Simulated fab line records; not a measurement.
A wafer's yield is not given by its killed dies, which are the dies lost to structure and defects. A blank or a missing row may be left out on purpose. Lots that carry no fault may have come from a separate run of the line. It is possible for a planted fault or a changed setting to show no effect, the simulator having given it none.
fab line records	flow sky130
record lots=7	wafers=21	last_day=49
route steps=708 shown METAL2@506 VIA2@507 PAD_OPEN@708
lots untouched by any fault: they come from a run of this same line in which no faults occurred
start_h: hours from the record's first day to the start of the lot's first wafer shown	wait_h: hours since the lot's step before	" as in the row above	L1.1+2: a row that stands for several wafers	- either no value or no given start	* or withheld: withheld	< > ~ a bound
route shown NAME@n: names a module that has steps shown in the file, with the first one's number in the route	usual: mean and standard deviation over wafers with no fault	same: alike in all rows	chamber/n: place in a boat	sites: each site's reading	_std_site: the values' standard deviation	_edge_site: outer sites' mean less inner sites'	radius_mm: how far each site lies from the wafer's centre	mask NAME#n: copy n	behind: the last tool/chamber to shape the wafer	hold: why the lot went on hold/how many hours it stayed there/how the hold came to an end	device: the n, p or np transistor that did not switch	end of line: tests of these same wafers at the route's end	a step with no rows: only its recipe	killed: the dies lost at the first sort to structure and to defects; this is not the yield of the wafer	map: a wafer's dies, x killed, . not, _ none there
set.NAME: setting as actually run; set.NAME@STEP: the setting as run at that earlier step	model.NAME: the simulator's own value behind a step, which no gauge read
certain route steps with their lots: each step a table, each wafer a row
services: a tool's chamber out of use, with start hour (start_h, from the record's first day; less than 0 if before it), hours out, and reason
## steps
# step SKY_METAL2_CLEAN_23
# recipe chemistry=O3/DIW	dry=n2_spin
# step SKY_VIA2_HDPCVD_00
# recipe material=SiO2	target_thk_nm=1180	sigma_open_frac=0.3	time_s=196.7	temp_c=400	sih4_flow_sccm=60	pressure_mtorr=6
# step SKY_VIA2_THK_MEAS_01
# recipe reads=SiO2_of_VIA2_HDPCVD_00
# usual VIA2_HDPCVD_THK=1180/13
lot.wafer	tool	chamber	start_h	wait_h	VIA2_HDPCVD_THK[nm]
L396.1	film_metro-02	-	820.58	0.1	1166
L396.4	"	-	"	"	1160
L396.6	"	-	"	"	1164
L399.1	film_metro-04	-	849.66	0.1	1172
L399.3	"	-	"	"	1174
L399.5	"	-	"	"	1161
L404.3	film_metro-04	-	880.02	0.1	1188
L404.5	"	-	"	"	1186
L404.6	"	-	"	"	1200
L405.2	film_metro-04	-	895.13	0.1	1204
L405.4	"	-	"	"	1163
L405.6	"	-	"	"	1196
L407.1	film_metro-02	-	908.55	0.1	1182
L407.3	"	-	"	"	1196
L407.4	"	-	"	"	1197
L409.2	film_metro-03	-	922.97	0.1	1194
L409.3	"	-	"	"	1204
L409.5	"	-	"	"	1188
L417.2	film_metro-04	-	971.77	0.1	1166
L417.4	"	-	"	"	1174
L417.6	"	-	"	"	1173
# step SKY_VIA2_CMP_02
# recipe material=SiO2	down_force_psi=4	platen_rpm=60	pad_velocity_m_s=0.94248
# usual motor_current_A=11.3/0.99	slurry_filter_dp_kPa=13.50/0.14
lot.wafer	tool	chamber	start_h	wait_h	motor_current_A	slurry_filter_dp_kPa
L396.1	cmp-01	1	820.85	0.3	11.9	13.66
L396.4	"	2	"	"	11.1	13.43
L396.6	"	2	"	"	11.1	13.46
L399.3	cmp-01	3	849.82	0.1	9.6	13.41
L399.1	"	0	"	"	13.1	13.55
L399.5	"	1	"	"	11.5	13.61
L404.3	cmp-01	3	880.16	0.1	10.2	13.29
L404.5	"	1	"	"	11.2	13.35
L404.6	"	2	"	"	10.5	13.29
L405.4	cmp-01	2	895.28	0.1	10.5	13.63
L405.2	"	3	"	"	10.8	13.77
L405.6	"	0	"	"	13.3	13.53
L407.3	cmp-01	0	908.63	0.0	12.6	13.75
L407.1	"	1	"	"	11.7	13.62
L407.4	"	3	"	"	10.4	13.53
L409.3	cmp-02	1	923.12	0.1	10.2	13.40
L409.2	"	2	"	"	12.6	13.48
L409.5	"	3	"	"	11.7	13.42
L417.2	cmp-02	2	971.82	0.0	13.6	13.71
L417.4	"	1	"	"	10.7	13.62
L417.6	"	2	"	"	12.9	13.44
# step SKY_VIA2_BOW_MEAS_03
# recipe mode=bow
# usual VIA2_BOW=87/6.9
lot.wafer	tool	chamber	start_h	wait_h	VIA2_BOW[um]
L396.1	film_metro-04	-	821.15	0.2	90
L396.4	"	-	"	"	90
L396.6	"	-	"	"	72
L399.1	film_metro-02	-	850.02	0.1	79
L399.3	"	-	"	"	88
L399.5	"	-	"	"	85
L404.3	film_metro-03	-	880.40	0.2	85
L404.5	"	-	"	"	108
L404.6	"	-	"	"	93
L405.2	film_metro-02	-	895.50	0.1	86
L405.4	"	-	"	"	89
L405.6	"	-	"	"	91
L407.1	film_metro-02	-	908.98	0.2	89
L407.3	"	-	"	"	80
L407.4	"	-	"	"	87
L409.2	film_metro-04	-	923.34	0.1	86
L409.3	"	-	"	"	89
L409.5	"	-	"	"	80
L417.2	film_metro-04	-	972.14	0.3	95
L417.4	"	-	"	"	88
L417.6	"	-	"	"	81
# step SKY_VIA2_DEHYDRATE_04
# recipe temp_c=200	time_s=60
# step SKY_VIA2_HMDS_05
# recipe prime_time_s=60	prime_temp_c=120
# step SKY_VIA2_COAT_06
# recipe resist=BARC	temp_c=withheld	time_s=withheld	spin_rpm=3000	resist_thk_nm=60
# step SKY_VIA2_COAT_07
# recipe resist=KrF-thick	spin_rpm=3000	resist_thk_nm=450
# step SKY_VIA2_SOFTBAKE_08
# recipe temp_c=100	time_s=90	resist=KrF-thick
# step SKY_VIA2_EXPOSE_09
# recipe mask_id=VIM2	na=0.8	source_shape=annular	sigma_inner=0.55	sigma_outer=0.85	target_cd_nm=200	dose_mj=38
# step SKY_VIA2_PEB_10
# recipe peb_temp_c=withheld	peb_time_s=withheld	resist=KrF-thick
# step SKY_VIA2_DEVELOP_11
# recipe develop_time_s=60	resist=KrF-thick	dev_temp_c=21
# usual developer_temp_C=20.98/0.097	exhaust_pa=45.0/1
lot.wafer	tool	chamber	start_h	wait_h	developer_temp_C	exhaust_pa
L396.1	litho_track-02	0	847	-	21.04	44.5
L396.4	"	0	"	"	20.91	44.7
L396.6	"	0	"	"	21.00	43.3
L399.1	litho_track-01	0	875	-	20.89	45.5
L399.3	"	0	"	"	20.92	45.5
L399.5	"	0	"	"	20.87	44.6
L404.3	litho_track-02	0	904	-	21.54	44.2
L404.5	"	0	"	"	21.68	43.3
L404.6	"	0	"	"	21.65	44.1
L405.2	litho_track-02	0	919	-	21.59	45.9
L405.4	"	0	"	"	21.57	44.6
L405.6	"	0	"	"	21.55	45.1
L407.1	litho_track-01	0	932	-	21.11	46.4
L407.3	"	0	"	"	21.04	44.6
L407.4	"	0	"	"	20.97	45.2
L409.2	litho_track-02	0	948	-	21.50	45.7
L409.3	"	0	"	"	21.65	45.4
L409.5	"	0	"	"	21.63	44.5
L417.2	litho_track-01	0	995	-	21.08	45.8
L417.4	"	0	"	"	20.98	45.5
L417.6	"	0	"	"	21.03	46.4
# step SKY_VIA2_CD_MEAS_12
# recipe target_cd_nm=200
# usual cd_nm=200.2/1.6
lot.wafer	tool	chamber	start_h	wait_h	cd_nm
L396.1	cd_sem-01	-	847.69	-	204.0
L396.4	"	-	"	"	202.6
L396.6	"	-	"	"	203.5
L399.1	cd_sem-02	-	875.68	-	198.5
L399.3	"	-	"	"	196.9
L399.5	"	-	"	"	199.1
L404.3	cd_sem-02	-	904.68	-	201.7
L404.5	"	-	"	"	201.2
L404.6	"	-	"	"	201.4
L405.2	cd_sem-01	-	919.56	-	201.0
L405.4	"	-	"	"	201.3
L405.6	"	-	"	"	201.9
L407.1	cd_sem-02	-	932.93	-	197.8
L407.3	"	-	"	"	197.7
L407.4	"	-	"	"	197.6
L409.2	cd_sem-02	-	948.81	-	200.5
L409.3	"	-	"	"	201.4
L409.5	"	-	"	"	200.3
L417.2	cd_sem-01	-	995.60	-	198.8
L417.4	"	-	"	"	198.9
L417.6	"	-	"	"	198.8
# step SKY_PAD_OPEN_PROBE_99
# usual defect_limited_yield=82.2/1.9	killed_at_M0_to_M3=44/7.2	killed_at_M4_up=3.0/1.9	killed_at_contacts=25/4.8	killed_at_front_end=16/4.2	killed_at_other=0.2/0.44	killed_dies=88/9.3	killed_on_rim=17/3.6	killed_open=48/7.1	killed_short=40/6.5	sort_bin_3_pad_short=0.9/0.4	sort_bin_5_function=10.5/1.5	sort_bin_6_memory=6.5/0.98	sort_n_pass=404/9.3	sort_yield_pct=82.2/1.9
# same gross_dies=492	killed_at_back_side=0	sort_bin_4_leakage[%]=0	sort_bin_8_speed[%]=0
lot.wafer	tool	chamber	start_h	wait_h	defect_limited_yield[%]	killed_at_M0_to_M3	killed_at_M4_up	killed_at_contacts	killed_at_front_end	killed_at_other	killed_dies	killed_on_rim	killed_open	killed_short	sort_bin_3_pad_short[%]	sort_bin_5_function[%]	sort_bin_6_memory[%]	sort_n_pass	sort_yield_pct[%]
L396.1	prober-01	-	1076.11	0.1	79.5	55	2	26	18	0	101	23	58	43	1.2	11.0	8.3	391	79.5
L396.4	prober-01	-	1076.26	0.2	82.5	44	2	23	17	0	86	17	57	29	0.2	10.2	7.1	406	82.5
L396.6	prober-01	-	1076.36	0.2	81.9	41	1	26	21	0	89	18	47	42	1.4	10.6	6.1	403	81.9
L399.1	prober-01	-	1099.91	0.1	80.3	52	2	22	21	0	97	16	53	44	1.2	12.2	6.3	395	80.3
L399.3	prober-01	-	1100.01	0.2	81.5	52	2	23	14	0	91	21	47	44	0.8	10.8	6.9	401	81.5
L399.5	prober-01	-	1100.11	0.2	79.3	53	3	31	14	1	102	19	63	39	0.8	11.4	8.5	390	79.3
L404.3	prober-01	-	1122.11	0.2	83.3	44	0	27	11	0	82	18	41	41	0.8	8.5	7.3	410	83.3
L404.5	prober-01	-	1122.21	0.2	84.3	34	2	29	11	1	77	19	43	34	0.6	8.9	6.1	415	84.3
L404.6	prober-01	-	1122.26	0.2	79.9	53	1	26	18	1	99	19	47	52	1.0	11.2	7.9	393	79.9
L405.2	prober-02	-	1133.54	0.1	83.1	41	3	27	12	0	83	14	49	34	0.4	9.6	6.9	409	83.1
L405.4	prober-02	-	1133.64	0.2	79.5	40	7	30	24	0	101	19	47	54	0.4	12.8	7.3	391	79.5
L405.6	prober-02	-	1133.74	0.2	82.3	40	2	27	18	0	87	17	48	39	0.6	10.2	6.9	405	82.3
L407.1	prober-02	-	1143.40	0.1	81.3	41	3	31	17	0	92	17	44	48	0.8	11.2	6.7	400	81.3
L407.3	prober-02	-	1143.50	0.2	80.5	44	4	27	21	0	96	18	54	42	0.6	12.2	6.7	396	80.5
L407.4	prober-02	-	1143.55	0.2	82.3	43	0	27	16	1	87	15	58	29	1.0	8.5	8.1	405	82.3
L409.2	prober-02	-	1153.54	0.1	79.7	49	1	30	18	2	100	20	51	49	1.4	12.2	6.7	392	79.7
L409.3	prober-02	-	1153.59	0.2	83.5	31	3	25	21	1	81	14	44	37	0.8	9.6	6.1	411	83.5
L409.5	prober-02	-	1153.69	0.2	80.7	45	3	27	20	0	95	19	61	34	0.8	11.8	6.7	397	80.7
L417.2	prober-01	-	1187.38	0.1	84.3	37	5	24	11	0	77	20	42	35	0.6	8.3	6.7	415	84.3
L417.4	prober-01	-	1187.48	0.2	82.9	46	9	16	13	0	84	17	44	40	0.2	11.8	5.1	408	82.9
L417.6	prober-01	-	1187.58	0.2	82.3	43	1	23	20	0	87	16	47	40	2.2	8.3	7.1	405	82.3
# killed by level:class
L396.1 VIA1:geometric_particle:open=19 LI_CONTACT:geometric_particle:open=9 VIA1:geometric_particle:short=8 VIA3:geometric_particle:open=7 FIELD_ISO:geometric_particle:open=6 METAL2:geometric_particle:short=6 POLY_GATE:geometric_particle:open=5 CONTACT:geometric_particle:open=5
L396.4 CONTACT:geometric_particle:open=14 VIA1:geometric_particle:open=14 METAL2:geometric_particle:short=7 VIA2:geometric_particle:open=7 POLY_GATE:geometric_particle:open=6 VIA3:geometric_particle:open=6 CONTACT:geometric_particle:short=5 FIELD_ISO:geometric_particle:short=4
L396.6 METAL1:geometric_particle:short=10 CONTACT:geometric_particle:open=8 LI_CONTACT:geometric_particle:open=7 FIELD_ISO:geometric_particle:open=6 VIA2:geometric_particle:open=6 VIA1:geometric_particle:open=6 VIA1:geometric_particle:short=6 POLY_GATE:geometric_particle:short=5
L399.1 VIA1:geometric_particle:open=14 VIA2:geometric_particle:short=7 LI_CONTACT:geometric_particle:open=7 CONTACT:geometric_particle:short=7 VIA2:geometric_particle:open=7 METAL2:geometric_particle:short=6 FIELD_ISO:geometric_particle:short=5 FIELD_ISO:geometric_particle:open=5
L399.3 VIA1:geometric_particle:open=11 METAL2:geometric_particle:short=11 CONTACT:geometric_particle:open=8 VIA3:geometric_particle:open=7 LI_CONTACT:geometric_particle:open=6 POLY_GATE:geometric_particle:short=5 VIA2:geometric_particle:open=5 POLY_GATE:geometric_particle:open=4
L399.5 CONTACT:geometric_particle:open=12 VIA1:geometric_particle:open=12 LI_CONTACT:geometric_particle:open=10 VIA2:geometric_particle:open=10 VIA3:geometric_particle:open=8 VIA1:geometric_particle:short=5 CONTACT:geometric_particle:short=5 METAL1:geometric_particle:short=5
L404.3 CONTACT:geometric_particle:open=9 VIA1:geometric_particle:short=8 METAL1:geometric_particle:short=7 LI_CONTACT:geometric_particle:open=6 VIA1:geometric_particle:open=6 VIA3:geometric_particle:open=6 VIA3:geometric_particle:short=5 LI_CONTACT:geometric_particle:short=4
L404.5 CONTACT:geometric_particle:open=9 CONTACT:geometric_particle:short=9 VIA1:geometric_particle:open=9 VIA2:geometric_particle:open=6 METAL1:geometric_particle:short=5 VIA3:geometric_particle:open=5 FIELD_ISO:geometric_particle:open=4 POLY_GATE:geometric_particle:short=4
L404.6 CONTACT:geometric_particle:open=12 METAL2:geometric_particle:short=11 FIELD_ISO:geometric_particle:short=8 VIA3:geometric_particle:short=8 VIA3:geometric_particle:open=8 LI_CONTACT:geometric_particle:open=7 VIA1:geometric_particle:open=5 METAL1:geometric_particle:short=4
L405.2 CONTACT:geometric_particle:open=9 LI_CONTACT:geometric_particle:open=9 VIA1:geometric_particle:open=7 VIA3:geometric_particle:open=7 METAL1:geometric_particle:short=6 VIA2:geometric_particle:open=6 LOCAL_INTERCONNECT:geometric_particle:short=4 CONTACT:geometric_particle:short=4
L405.4 METAL2:geometric_particle:short=11 LI_CONTACT:geometric_particle:open=9 VIA3:geometric_particle:open=8 FIELD_ISO:geometric_particle:open=6 LI_CONTACT:geometric_particle:short=6 CONTACT:geometric_particle:open=6 FIELD_ISO:geometric_particle:short=5 CONTACT:geometric_particle:short=5
L405.6 CONTACT:geometric_particle:open=12 VIA1:geometric_particle:short=8 VIA3:geometric_particle:open=8 FIELD_ISO:geometric_particle:open=7 CONTACT:geometric_particle:short=7 VIA1:geometric_particle:open=7 LI_CONTACT:geometric_particle:open=6 FIELD_ISO:geometric_particle:short=4
L407.1 VIA1:geometric_particle:open=11 CONTACT:geometric_particle:open=11 CONTACT:geometric_particle:short=7 METAL1:geometric_particle:short=6 FIELD_ISO:geometric_particle:open=5 LOCAL_INTERCONNECT:geometric_particle:short=5 METAL2:geometric_particle:short=5 FIELD_ISO:geometric_particle:short=4
L407.3 CONTACT:geometric_particle:open=12 VIA3:geometric_particle:open=7 FIELD_ISO:geometric_particle:open=6 CONTACT:geometric_particle:short=6 METAL2:geometric_particle:short=6 VIA1:geometric_particle:open=6 POLY_GATE:geometric_particle:open=5 VIA1:geometric_particle:short=5
L407.4 CONTACT:geometric_particle:open=11 VIA3:geometric_particle:open=9 VIA1:geometric_particle:open=8 FIELD_ISO:geometric_particle:open=7 POLY_GATE:geometric_particle:open=5 LI_CONTACT:geometric_particle:open=5 CONTACT:geometric_particle:short=5 VIA2:geometric_particle:open=5
L409.2 VIA1:geometric_particle:open=12 CONTACT:geometric_particle:open=12 POLY_GATE:geometric_particle:short=7 METAL2:geometric_particle:short=7 VIA1:geometric_particle:short=7 VIA2:geometric_particle:open=7 LOCAL_INTERCONNECT:geometric_particle:short=6 VIA3:geometric_particle:open=6
L409.3 CONTACT:geometric_particle:open=10 METAL2:geometric_particle:short=9 VIA1:geometric_particle:open=9 FIELD_ISO:geometric_particle:open=8 LI_CONTACT:geometric_particle:open=5 FIELD_ISO:geometric_particle:short=4 LOCAL_INTERCONNECT:geometric_particle:short=4 POLY_GATE:geometric_particle:short=3
L409.5 LI_CONTACT:geometric_particle:open=12 VIA2:geometric_particle:open=11 VIA1:geometric_particle:open=10 POLY_GATE:geometric_particle:open=7 METAL1:geometric_particle:short=5 VIA1:geometric_particle:short=5 FIELD_ISO:geometric_particle:short=4 METAL2:geometric_particle:short=4
L417.2 CONTACT:geometric_particle:open=11 VIA1:geometric_particle:open=8 VIA2:geometric_particle:open=6 METAL2:geometric_particle:short=6 METAL3:geometric_particle:short=6 LI_CONTACT:geometric_particle:open=4 LOCAL_INTERCONNECT:geometric_particle:short=4 METAL1:geometric_particle:short=4
L417.4 VIA1:geometric_particle:open=12 VIA1:geometric_particle:short=9 VIA2:geometric_particle:open=7 METAL4:geometric_particle:short=7 FIELD_ISO:geometric_particle:open=5 CONTACT:geometric_particle:short=5 METAL1:geometric_particle:short=4 CONTACT:geometric_particle:open=4
L417.6 METAL2:geometric_particle:short=10 FIELD_ISO:geometric_particle:open=9 LI_CONTACT:geometric_particle:open=8 CONTACT:geometric_particle:open=8 VIA3:geometric_particle:open=7 FIELD_ISO:geometric_particle:short=6 METAL1:geometric_particle:short=6 VIA2:geometric_particle:open=4
## services
tool	chamber	start_h	hours	kind
cmp-02	-	806.56	2.3	repair
cmp-02	-	817.88	5.0	pm
cmp-01	-	822.86	5.5	pm
cmp-01	-	865.72	1.6	repair
cmp-01	-	868.11	0.4	repair
cmp-02	-	910.81	1.0	repair
cmp-01	-	911.95	10.2	pm
cmp-02	-	920.14	1.0	repair
cmp-01	-	922.15	4.0	pm
cmp-01	-	926.15	-	consumable_replace:conditioner
cmp-01	-	926.15	-	consumable_replace:pad
cmp-01	-	944.04	4.4	repair
cmp-01	-	971.26	0.4	repair
## key
first_sign step=SKY_VIA2_DEVELOP_11	reading=developer_temp_C	direction=up	sigmas=6.4	usual=*	struck=*
effect none on later readings
met_at SKY_VIA2_DEVELOP_11
struck_wafers L404.3,L404.5,L404.6,L405.2,L405.4,L405.6,L409.2,L409.3,L409.5
loop_trim step=SKY_VIA2_EXPOSE_09	setting=dose	lots=L409
onset_between 847 904
fault kind=process_parameter_drift	tool=litho_track-02	chamber=-	onset_h=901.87	steps=SKY_VIA2_DEVELOP_11	channel=dev_temp_c	offset=*	shape=step	end_h=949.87	acts_in=*	stated=*
# loop_trim: a control loop set the setting to another value than it would have without faults
